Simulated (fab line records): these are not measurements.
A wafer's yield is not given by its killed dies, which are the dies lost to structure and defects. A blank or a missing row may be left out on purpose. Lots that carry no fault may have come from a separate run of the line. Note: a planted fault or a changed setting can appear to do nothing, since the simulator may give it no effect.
Which tool is to blame? | flow sky130 | 36 wafers sampled from 12 lots at 1 step of a route of 708

## WHAT THE GAUGES READ, wafer by wafer
SKY_POLY_GATE_THK_MEAS_04.
lot  | measured     | on            | POLY_GATE_CVD_03_THK (nm)
L074 | day 15 08:49 | film_metro-02 | 75.8 76.1 75.6
L077 | day 16 02:46 | film_metro-03 | 74.3 74.4 74.9
L079 | day 16 21:35 | film_metro-02 | 74.9 75.0 75.1
L082 | day 17 18:32 | film_metro-02 | 75.7 75.9 75.6
L083 | day 18 08:54 | film_metro-01 | 74.7 75.4 75.1
L085 | day 19 02:52 | film_metro-01 | 74.0 73.2 73.7
L086 | day 20 04:52 | film_metro-02 | 76.0 75.3 75.6
L089 | day 20 17:19 | film_metro-02 | 75.2 74.9 74.1
L090 | day 22 05:15 | film_metro-01 | 75.1 74.6 74.8
L094 | day 22 15:18 | film_metro-02 | 75.3 74.9 74.9
L095 | day 23 00:00 | film_metro-02 | 74.4 74.7 74.1
L097 | day 23 19:10 | film_metro-03 | 75.5 76.0 75.1

## EACH LOT AND THE TOOL THAT RAN IT (in order: tool; ch and the chambers of the sampled wafers; start)
Before these readings, the record contains no process step.

## THE ANSWER, worked out from the rows above alone
Rule: what is usual is taken from the lots themselves. The widest of any qualifying gaps counts: lots, ordered by their means at a reading, are off when they make up no more than a third of the lots, leave a main group of 4 or more, and stand apart from it by 3 or more times the standard deviation of that group's means. Not used: any main group whose means are identical at the precision the tables above print for the reading. Also off: a lot with no number at a reading for which 4 or more lots have one. Where the step has rows for the other lots, those lots are counted as sound.
Nothing can be told from this: no lot is off at any reading shown.

## WHAT THE SIMULATOR HAD INSERTED
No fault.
